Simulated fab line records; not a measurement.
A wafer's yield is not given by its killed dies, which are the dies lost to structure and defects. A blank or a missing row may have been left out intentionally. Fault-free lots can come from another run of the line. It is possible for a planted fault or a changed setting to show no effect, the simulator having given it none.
A lot that was struck, set against a sound lot + flow gf180mcu + 15 out of 602 route steps
Sound: these wafers, L502.2, L502.4, L502.6. Struck: wafers L512.2, L512.3, L512.6. The cause is given at the end.
Each step with rows lists, per side, the tool, then ch with its chambers, then its first start. Under that, the readings that differ: sound wafers + struck wafers + difference of the means + sigmas: that difference in standard deviations of wafers without a fault.
alike: readings with means less than 2 such deviations apart, plus words and numbers identical on both sides. not compared: withheld readings, readings lacking a value on some wafer, bounds such as >300 that could conceal the same value, and numbers that have no deviation in the record and whose values overlap.
The two part at a step that has a row with sigmas, a row that says differs or no value, or rows on one side only. Numbers that have no deviation but don't overlap get no sigmas and don't part them. A reading missing from all wafers of one side parts the sides only when that side holds two or more wafers.

GF_HV_LDD_TW_MEAS_23:
  sound: film metro-01 at day 11 01:55; struck: film metro-04 at day 13 23:55
  alike: HV_LDD_2_TW
then, 7 steps without rows for these wafers: GF_HV_LDD_DEHYDRATE_24 (time 60 s); GF_HV_LDD_HMDS_25 (prime time 60 s); GF_HV_LDD_COAT_26 (resist thk 1000 nm); GF_HV_LDD_SOFTBAKE_27 (time 60 s); GF_HV_LDD_EXPOSE_28 (exposes mask Nplus HV AREA, target cd 400 nm); GF_HV_LDD_PEB_29; GF_HV_LDD_DEVELOP_30 (develop time 60 s).
GF_HV_LDD_CD_MEAS_31: the cd target is 400 nm.
  sound: cd sem-01 at day 11 20:41; struck: cd sem-01 at day 14 20:08
| reading    | sound             | struck            | difference | sigmas |
|------------|-------------------|-------------------|------------|--------|
| cd nm (nm) | 398.5 397.5 397.9 | 401.8 401.7 403.2 | +4.3       | +2     |
GF_HV_LDD_OVL_MEAS_32:
  sound: overlay-02 at day 11 20:47; struck: overlay-01 at day 14 20:14
| reading            | sound       | struck        | difference | sigmas |
|--------------------|-------------|---------------|------------|--------|
| HV_LDD_02_OVL (nm) | 3.6 3.9 4.8 | -0.8 -0.4 0.1 | -4.5       | -3     |
then, 2 steps without rows for these wafers: GF_HV_LDD_IMPLANT_33; GF_HV_LDD_IMPLANT_34.
GF_HV_LDD_IMPLANT_35:
  sound on implanter-04 ch 0, day 11 21:08; struck on implanter-03 ch 0, day 14 20:35
| reading                | sound                | struck               | difference | sigmas      |
|------------------------|----------------------|----------------------|------------|-------------|
| rotation deg (degrees) | 179.96 179.99 179.90 | 251.76 251.78 251.82 | +71.84     | +99 or more |
then, 1 step without rows for these wafers: GF_HV_LDD_IMPLANT_36.
GF_PASSIVATION_PROBE_99:
  sound wafers here have rows in the record (prober-02, day 29 11:02); struck ones have none

## WHERE THEY PART
Earliest at GF_HV_LDD_CD_MEAS_31; latest, in this record, at GF_PASSIVATION_PROBE_99.

WHY: the cause the simulator had injected
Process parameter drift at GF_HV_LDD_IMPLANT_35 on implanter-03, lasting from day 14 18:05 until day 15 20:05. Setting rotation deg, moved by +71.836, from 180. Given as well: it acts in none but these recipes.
